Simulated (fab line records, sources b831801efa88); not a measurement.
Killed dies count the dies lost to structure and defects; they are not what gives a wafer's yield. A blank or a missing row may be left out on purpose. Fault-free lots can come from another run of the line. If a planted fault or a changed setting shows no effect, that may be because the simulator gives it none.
A lot that was struck, set against a sound lot | flow gf180mcu | 23 out of 602 route steps
Sound: these wafers, L588.1, L588.2, L588.3. Struck: wafer L586.4 (left out: L586.6, a lot-mate that was not struck); the cause follows at the end.
For every step that has rows: the tool of each side, followed by ch and its chambers, followed by its first start. Under that, the readings that differ: sound wafers | struck wafers | difference of the means | sigmas: that difference in standard deviations of wafers without a fault.
alike: readings with means less than 2 such deviations apart, plus words and numbers identical on both sides. not compared: withheld readings, readings lacking a value on some wafer, bounds such as >300 that could conceal the same value, and numbers that have no deviation in the record and whose values overlap.
Wherever a step has rows on one side only, a row that says differs or no value, or a row with sigmas, the two part there. When numbers do not overlap yet have no deviation, they are printed without sigmas and do not part them. A reading that every wafer of one side lacks parts them only if that side has two wafers or more.

GF_M2_STRIP_17: strips in O2/N2.
  sound on plasma_asher-03 ch 0,1, day 23 14:01; struck on plasma_asher-02 ch 1, day 23 01:13
  reading            | sound       | struck | difference | sigmas
  heater_power_w (W) | 325 335 334 | 307    | -24        | -3
  alike: drypump_motor_current_A, oes_product_au, platen_temp_c, strip_time_to_endpoint_s
  not compared: rf_hours_counter_h
then, 3 steps without rows for these wafers: GF_M2_STRIP_18 (strips in post etch residue remover, time 1200 s); GF_M2_CLEAN_19 (cleans in DIW); GF_V2_CVD_00 (deposits SiO2, target thk 600 nm, time 100 s).
GF_V2_THK_MEAS_01:
  struck on film_metro-04, day 23 01:55; sound on film_metro-02, day 23 14:38
  alike: V2_CVD_00_THK
GF_V2_CVD_02: deposits SiO2 from TEOS, target thk 850 nm, time 94.851 s.
  sound on pecvd-02 ch 0,1,2, day 23 14:41; struck on pecvd-04 ch 1, day 23 01:59
  alike: heater_power_w
GF_V2_THK_MEAS_03:
  struck on film_metro-03, day 23 02:02; sound on film_metro-03, day 23 14:46
  alike: V2_CVD_02_THK
GF_V2_CMP_04: polishes SiO2.
  sound on cmp-01 ch 0,2,3, day 23 14:59; struck on cmp-02 ch 1, day 23 02:07
  reading            | sound             | struck | difference | sigmas
  slurry_flow_ml_min | 150.1 150.5 151.8 | 149.4  | -1.4       | -3
  alike: motor_current_A, slurry_filter_dp_kPa, time_to_endpoint_s
GF_V2_BOW_MEAS_05:
  struck on film_metro-04, day 23 02:26; sound on film_metro-02, day 23 15:14
  alike: V2_BOW
then, 3 steps without rows for these wafers: GF_V2_DEHYDRATE_06 (time 60 s); GF_V2_HMDS_07 (prime time 60 s); GF_V2_COAT_08.
GF_V2_COAT_09: resist thk 1000 nm.
  sound on litho_track-02 ch 0, day 24 01:00; struck on litho_track-01 ch 0, day 23 13:00
  reading                             | sound          | struck | difference | sigmas
  model.KrF_of_V2_COAT_09.thk_nm (nm) | 1003 1002 1003 | 883.7  | -119.0     |
then, 3 steps without rows for these wafers: GF_V2_SOFTBAKE_10 (time 60 s); GF_V2_EXPOSE_11 (exposes mask Via2, target cd 260 nm); GF_V2_PEB_12 (peb time 90 s).
GF_V2_DEVELOP_13: develop time 60 s.
  sound on litho_track-04 ch 0, day 24 13:34; struck on litho_track-02 ch 0, day 24 00:41
  reading                             | sound           | struck | difference | sigmas
  model.KrF_of_V2_COAT_09.thk_nm (nm) | 988.1 986.8 988 | 868.8  | -118.8     |
GF_V2_CD_MEAS_14: the cd target is 260 nm.
  struck on cd_sem-01, day 24 00:49; sound on cd_sem-01, day 24 13:43
  reading    | sound             | struck | difference | sigmas
  cd_nm (nm) | 261.8 261.6 261.5 | 267.1  | +5.5       | +5
GF_V2_OVL_MEAS_15:
  struck on overlay-02, day 24 00:53; sound on overlay-01, day 24 13:50
  reading     | sound   | struck | difference | sigmas
  V2_OVL (nm) | -6 4 -2 | 12     | +13        | +2
GF_V2_ETCH_16: etches BARC in N2/H2.
  sound on rie_diel-04 ch 0,1,2, day 24 13:52; struck on rie_diel-04 ch 0, day 24 00:55
  reading             | sound             | struck | difference | sigmas
  model.V2.cd_nm (nm) | 262.1 263.4 259.8 | 265.6  | +3.8       |
  alike: drypump_motor_current_A, h2_flow_sccm, oes_product_au, throttle_valve_pct
GF_V2_ETCH_17: etches SiO2 in C4F8/O2/Ar, stops on TiN, target depth 630 nm.
  sound on rie_diel-04 ch 0,1,2; struck on rie_diel-04 ch 0
  reading             | sound             | struck | difference | sigmas
  model.V2.cd_nm (nm) | 261.8 262.9 260.1 | 266    | +4         |
  alike: oes_product_au
GF_V2_STRIP_18: strips in O2/N2.
  sound on plasma_asher-02 ch 0,1, day 24 14:00; struck on plasma_asher-02 ch 0, day 24 01:04
  reading               | sound             | struck | difference | sigmas
  oes_product_au (a.u.) | 0.588 0.603 0.596 | 0.546  | -0.050     | -10
  alike: drypump_motor_current_A, heater_power_w, platen_temp_c
  not compared: rf_hours_counter_h
then, 1 step without rows for these wafers: GF_V2_STRIP_19 (strips in post etch residue remover, time 1200 s).

== WHERE THEY PART ==
First at GF_M2_STRIP_17; last, within this record, at GF_V2_STRIP_18.

WHY: whatever the simulator had introduced
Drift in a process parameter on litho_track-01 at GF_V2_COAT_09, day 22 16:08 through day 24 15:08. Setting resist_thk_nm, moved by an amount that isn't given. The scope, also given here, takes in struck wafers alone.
